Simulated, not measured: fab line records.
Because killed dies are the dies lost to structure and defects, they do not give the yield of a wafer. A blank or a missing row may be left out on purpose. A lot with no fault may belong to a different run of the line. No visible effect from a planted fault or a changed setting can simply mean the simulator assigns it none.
Split-lot trial    flow sfq line    on a route of 325 steps: 5 lots, 23 wafers read

## SPLIT DETAILS
At SFQ_TRILAYER_M2_DEP_SPUTTER_055 (material Nb, target thk 200 nm, time 133.3 s), the setting time s was moved away from the recipe's 133.3 s on 9 of the 23 wafers read, by +4.3% to +13.0%. This setting was run at the recipe's value on the other wafers.

## FROM THE SPLIT TO THE READING: what the file shows between them, 3 steps
- SFQ_M2_RS_MEAS_914: measures by four-point-probe
- SFQ_TRILAYER_M2_LITHO_COAT_062: resist thk 62 nm
- SFQ_TRILAYER_M2_BARC_OPEN_METAL_ETCH_077: etches BARC in O2, target depth 125 nm, time 41.7 s

## THE READING
oes product au, in a.u., at SFQ_TRILAYER_M2_ETCH_METAL_ETCH_060 (etches Nb in Cl2/Ar, stops on SiO2, target depth 240 nm, time 120 s). A value of 0.892 a.u. with a standard deviation of 0.0097 a.u. is what fault-free wafers of this fab line usually give.

wafer   tool, chamber at the split  time s as run, s  against the recipe  oes product au, a.u.  against lot-mates on the recipe
L077.1  pvd sputter-04, -           133.3             recipe              0.907                 -
L077.2  pvd sputter-04, -           133.3             recipe              0.894                 -
L077.3  pvd sputter-04, -           133.3             recipe              0.886                 -
L082.1  pvd sputter-04, -           133.3             recipe              0.880                 -
L082.2  pvd sputter-04, -           133.3             recipe              0.900                 -
L082.3  pvd sputter-04, -           133.3             recipe              0.888                 -
L082.5  pvd sputter-04, -           133.3             recipe              0.885                 -
L082.6  pvd sputter-04, -           133.3             recipe              0.891                 -
L083.1  pvd sputter-03, -           139.9             +5.0%               0.932                 +0.041
L083.2  pvd sputter-03, -           139.9             +5.0%               0.913                 +0.022
L083.4  pvd sputter-03, -           139.9             +5.0%               0.907                 +0.016
L083.5  pvd sputter-03, -           133.3             recipe              0.904                 -
L083.6  pvd sputter-03, -           133.3             recipe              0.878                 -
L084.1  pvd sputter-05, -           133.3             recipe              0.888                 -
L084.2  pvd sputter-05, -           139               +4.3%               0.912                 +0.026
L084.3  pvd sputter-05, -           139               +4.3%               0.898                 +0.012
L084.4  pvd sputter-05, -           133.3             recipe              0.884                 -
L084.5  pvd sputter-05, -           139               +4.3%               0.896                 +0.010
L085.1  pvd sputter-05, -           150.6             +13.0%              0.950                 +0.062
L085.2  pvd sputter-05, -           150.6             +13.0%              0.956                 +0.069
L085.3  pvd sputter-05, -           133.3             recipe              0.879                 -
L085.4  pvd sputter-05, -           150.6             +13.0%              0.961                 +0.074
L085.5  pvd sputter-05, -           133.3             recipe              0.896                 -

THE FIT
A straight line over all 23 wafers: oes product au changes by +0.005 a.u. for each +1% of time s; r = +0.92; the points scatter about the line by 0.0095 a.u.
The same after taking each lot's own level away (the mean of its wafers on the recipe; 23 wafers): +0.0052 a.u. for each +1%; r = +0.94; scatter 0.0087 a.u.
On that fit, the largest move of time s shifts the reading by 0.067 a.u.
The lots' own levels span 0.8860 to 0.8957 a.u., that is 1.0 times the standard deviation above.
So the lot-to-lot level changes the slope little: the two slopes agree.
Check: with one of the wafers moved furthest among these (+13.0%) left out of the fit, the line predicts +0.0684 a.u. for it against its lot-mates. It came out at +0.0625 a.u. against them.

## THESE WAFERS: OTHER SPLITS
Before the reading, these wafers also passed through other splits. Each is held against what the fit with the lots' levels taken away leaves over:
other split on the same wafers               wafers away from the commonest value  r with oes product au (lot level and that fit taken away)
SFQ_TRILAYER_L0_DEP_SPUTTER_003 time s       8                                     -0.19
SFQ_TRILAYER_L0_LITHO_EXPOSE_006 dose mj     10                                    +0.16
SFQ_TRILAYER_M0_LITHO_COAT_021 spin rpm      5                                     +0.09
SFQ_TRILAYER_M0_ETCH_METAL_ETCH_024 time s   7                                     -0.12
SFQ_TRILAYER_I0_VIA_LITHO_COAT_036 spin rpm  6                                     +0.14
SFQ_TRILAYER_M1_DEP_SPUTTER_037 time s       8                                     -0.09
SFQ_TRILAYER_M1_LITHO_COAT_039 spin rpm      7                                     +0.02

## THE WHOLE CHAIN: every reading that the file lists as answering this split, in the file's order
step                                 what it does                                                         reading                                                                                    change (the file's fit)                    r (the file's)
SFQ_TRILAYER_M2_DEP_SPUTTER_055      material Nb, target thk 200 nm, time 133.3 s                         Nb_of_TRILAYER_M2_DEP_SPUTTER_055.thk nm (the simulator's own value, which no gauge read)  +2.04 nm for each +1% of the setting       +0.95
SFQ_M2_RS_MEAS_914                   measures by four-point-probe                                         M2_NB_RS                                                                                   -0.00833 for each +1% of the setting       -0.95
SFQ_TRILAYER_M2_ETCH_METAL_ETCH_060  etches Nb in Cl2/Ar, stops on SiO2, target depth 240 nm, time 120 s  oes product au                                                                             +0.00511 a.u. for each +1% of the setting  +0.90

## THE FILE'S OWN FIT
oes product au changes by +0.00511 a.u. for each +1% of time s, r = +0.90.
